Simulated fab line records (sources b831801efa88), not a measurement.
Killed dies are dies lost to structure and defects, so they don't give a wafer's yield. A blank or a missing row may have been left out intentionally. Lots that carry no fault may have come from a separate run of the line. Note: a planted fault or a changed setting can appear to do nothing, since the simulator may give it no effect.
The same fault as seen by 2 desks || flow gf180mcu || only its own numbers are on each desk; what lay behind them is given at the end

== DESK OF THE TOOL OWNER: implanter-01 ==
The tool's own readings at GF_HV_LDD_IMPLANT_09, given as means over the sampled wafers that have a number, one for each lot that went through this tool. If a lot's mean is further than 4 standard deviations from the usual mean, the lot is out of limits and carries the mark OUT (the distance appears in the brackets).
Columns: A = beamEnergyKeV at GF_HV_LDD_IMPLANT_09, usual 39.999
{"lot": "L619", "first seen here": "day 10 16:35", "A": 39.999}
{"lot": "L621", "first seen here": "day 11 07:15", "A": 39.997}
{"lot": "L629", "first seen here": "day 13 23:11", "A": 39.998}
{"lot": "L630", "first seen here": "day 14 05:47", "A": 40.015}
{"lot": "L640", "first seen here": "day 17 06:44", "A": 40.015}
This desk's finding: nothing out of limits on any of the 5 lots.

== METROLOGY DESK ==
Lot by lot, what the gauges showed, no matter which tool ran the lot: averages of those sampled wafers that carry a number. If a lot's mean is further than 4 standard deviations from the usual mean, the lot is out of limits and carries the mark OUT (the distance appears in the brackets).
Columns: A = HV_LDD_TW at GF_HV_LDD_TW_MEAS_11, usual 2390; B = HV_LDD_RS at GF_HV_LDD_RS_MEAS_53, usual 418.1 ohm/sq; C = V3_BOW at GF_V3_BOW_MEAS_05, usual 117 um
{"lot": "L618", "first seen here": "day 10 07:23", "A": 2391, "B": 418.9, "C": 121}
{"lot": "L619", "first seen here": "day 10 16:50", "A": 2398, "B": 418.1, "C": 107}
{"lot": "L621", "first seen here": "day 11 07:29", "A": 2371, "B": 417.7, "C": 123}
{"lot": "L622", "first seen here": "day 11 23:28", "A": 2366, "B": 417.4, "C": 121}
{"lot": "L627", "first seen here": "day 13 06:42", "A": 2406, "B": 417.9, "C": 117}
{"lot": "L629", "first seen here": "day 13 23:26", "A": 2327, "B": "434.3 (+18) OUT", "C": 107}
{"lot": "L630", "first seen here": "day 14 06:02", "A": 2335, "B": "434.7 (+19) OUT", "C": 111}
{"lot": "L631", "first seen here": "day 14 10:22", "A": 2400, "B": 419.0, "C": 121}
{"lot": "L632", "first seen here": "day 14 23:56", "A": 2410, "B": 418.6, "C": 105}
{"lot": "L633", "first seen here": "day 15 07:09", "A": 2409, "B": 417.3, "C": 113}
{"lot": "L637", "first seen here": "day 16 04:28", "A": 2405, "B": 417.4, "C": 120}
{"lot": "L639", "first seen here": "day 17 03:07", "A": 2395, "B": 416.3, "C": 123}
{"lot": "L640", "first seen here": "day 17 06:59", "A": 2368, "B": 418.9, "C": 116}
Finding of this desk: L629, L630 out of limits, first seen on L629 at day 16 15:34 (HV_LDD_RS at GF_HV_LDD_RS_MEAS_53). L618, L619, L621, L622, L627, L631, L632, L633, L637, L639, L640: within limits.

== PUT TOGETHER ==
At day 16 15:34 the metrology desk could have sounded an alarm, on L629, L630.
The tool owner's desk saw nothing out of limits.
The tool owner's desk has L629, L630 on record, within its limits.
Of the lots named, all ran GF_HV_LDD_IMPLANT_09 on implanter-01.

== WHAT WAS PUT IN BY THE SIMULATOR ==
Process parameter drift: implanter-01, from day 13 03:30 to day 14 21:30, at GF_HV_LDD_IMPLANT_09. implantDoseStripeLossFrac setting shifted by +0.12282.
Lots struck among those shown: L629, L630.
Hours from the fault's start to each desk's first reading out of limits: the metrology desk, 84.
